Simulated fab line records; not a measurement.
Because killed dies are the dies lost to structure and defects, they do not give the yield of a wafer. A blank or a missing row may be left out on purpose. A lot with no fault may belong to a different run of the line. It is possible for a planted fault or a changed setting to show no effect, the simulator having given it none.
Check for tools in common :: flow gf180mcu :: Sampled: 10 lots, 30 wafers

REASON FOR OPENING
Of 10 lots, 1 have the reading POLY_GATE_CVD_00_THK flagged at GF_POLY_GATE_THK_MEAS_01. Wafers without a fault read 200.3 nm, standard deviation 1.9.
Rule: a lot is flagged in two cases, either no wafer of it has a number, or all its wafers with numbers fall more than 4 standard deviations from that mean. As for the other lots, they are considered sound.

lot: L578
measured: day 8 12:00
on: film-metro-04
POLY_GATE_CVD_00_THK (nm), wafer by wafer: 200.0 200.9 199.8
flag: 

lot: L579
measured: day 8 16:55
on: film-metro-04
POLY_GATE_CVD_00_THK (nm), wafer by wafer: 199.8 198.7 200.6
flag: 

lot: L580
measured: day 9 01:13
on: film-metro-03
POLY_GATE_CVD_00_THK (nm), wafer by wafer: 197.8 197.4 196.5
flag: 

lot: L590
measured: day 12 00:39
on: film-metro-04
POLY_GATE_CVD_00_THK (nm), wafer by wafer: 181.1 182.8 180.5
flag: FLAGGED

lot: L591
measured: day 12 11:18
on: film-metro-04
POLY_GATE_CVD_00_THK (nm), wafer by wafer: 199.9 199.6 199.5
flag: 

lot: L593
measured: day 12 18:20
on: film-metro-01
POLY_GATE_CVD_00_THK (nm), wafer by wafer: 199.7 200.7 200.3
flag: 

lot: L594
measured: day 13 03:40
on: film-metro-03
POLY_GATE_CVD_00_THK (nm), wafer by wafer: 201.7 203.0 200.9
flag: 

lot: L596
measured: day 13 18:59
on: film-metro-01
POLY_GATE_CVD_00_THK (nm), wafer by wafer: 200.1 199.3 198.5
flag: 

lot: L597
measured: day 14 02:24
on: film-metro-03
POLY_GATE_CVD_00_THK (nm), wafer by wafer: 196.7 197.1 196.7
flag: 

lot: L600
measured: day 14 20:35
on: film-metro-04
POLY_GATE_CVD_00_THK (nm), wafer by wafer: 199.0 199.1 200.3
flag: 
On average the flagged lots' numbers are 181.5 nm, which is -18.8 nm against the usual, or -10 standard deviations.

LOT BY LOT: THE TOOL USED
The record holds 1 process step before the reading, out of a route of 602 steps. Every cell lists first the tool, next ch and the chambers used by the sampled wafers, and last the start.
lot: L578
flag: 
GF_POLY_GATE_CVD_00: lpcvd-02 ch 0, day 8 10:40

lot: L579
flag: 
GF_POLY_GATE_CVD_00: lpcvd-02 ch 0, day 8 15:34

lot: L580
flag: 
GF_POLY_GATE_CVD_00: lpcvd-01 ch 1, day 8 23:52

lot: L590
flag: FLAGGED
GF_POLY_GATE_CVD_00: lpcvd-01 ch 0, day 11 23:19

lot: L591
flag: 
GF_POLY_GATE_CVD_00: lpcvd-01 ch 1, day 12 09:57

lot: L593
flag: 
GF_POLY_GATE_CVD_00: lpcvd-02 ch 1, day 12 17:00

lot: L594
flag: 
GF_POLY_GATE_CVD_00: lpcvd-02 ch 1, day 13 02:20

lot: L596
flag: 
GF_POLY_GATE_CVD_00: lpcvd-02 ch 0, day 13 17:38

lot: L597
flag: 
GF_POLY_GATE_CVD_00: lpcvd-01 ch 1, day 14 01:04

lot: L600
flag: 
GF_POLY_GATE_CVD_00: lpcvd-02 ch 1, day 14 19:14
What the steps here do:
- GF_POLY_GATE_CVD_00: deposits poly-Si, target thk 200 nm, time 1200 s.
- GF_POLY_GATE_THK_MEAS_01

FLAGGED AGAINST TOTAL, ONE TOOL AT A TIME (gauges that did the reading follow at the end)
step: GF_POLY_GATE_CVD_00
tool: lpcvd-01
lots run: 4
flagged: 1
share of the flagged lots: all
sound lots run after its first flagged lot: 2 (L591,L597)

step: GF_POLY_GATE_CVD_00
tool: lpcvd-02
lots run: 6
flagged: 0
share of the flagged lots: none
sound lots run after its first flagged lot: -

step: GF_POLY_GATE_THK_MEAS_01
tool: film-metro-01
lots run: 2
flagged: 0
share of the flagged lots: none
sound lots run after its first flagged lot: -

step: GF_POLY_GATE_THK_MEAS_01
tool: film-metro-03
lots run: 3
flagged: 0
share of the flagged lots: none
sound lots run after its first flagged lot: -

step: GF_POLY_GATE_THK_MEAS_01
tool: film-metro-04
lots run: 5
flagged: 1
share of the flagged lots: all
sound lots run after its first flagged lot: 2 (L591,L600)

WHAT IS ALLOWED BY THE TABLE
lpcvd-01 at GF_POLY_GATE_CVD_00 and film-metro-04 at GF_POLY_GATE_THK_MEAS_01 are the 2 rows of the table that ran each flagged lot.
- lpcvd-01 at GF_POLY_GATE_CVD_00: 1 of its 4 lots flagged. Lots that were sound ran on it after the first flagged one (L591, L597); a persistent fault on the entire tool would not allow that.
- film-metro-04 at GF_POLY_GATE_THK_MEAS_01: 1 of its 5 lots flagged. Lots that were sound ran on it after the first flagged one (L591, L600); a persistent fault on the entire tool would not allow that.
There is no row in the table that ran each flagged lot and no sound lot after the first.

WHAT THE SIMULATOR PUT IN
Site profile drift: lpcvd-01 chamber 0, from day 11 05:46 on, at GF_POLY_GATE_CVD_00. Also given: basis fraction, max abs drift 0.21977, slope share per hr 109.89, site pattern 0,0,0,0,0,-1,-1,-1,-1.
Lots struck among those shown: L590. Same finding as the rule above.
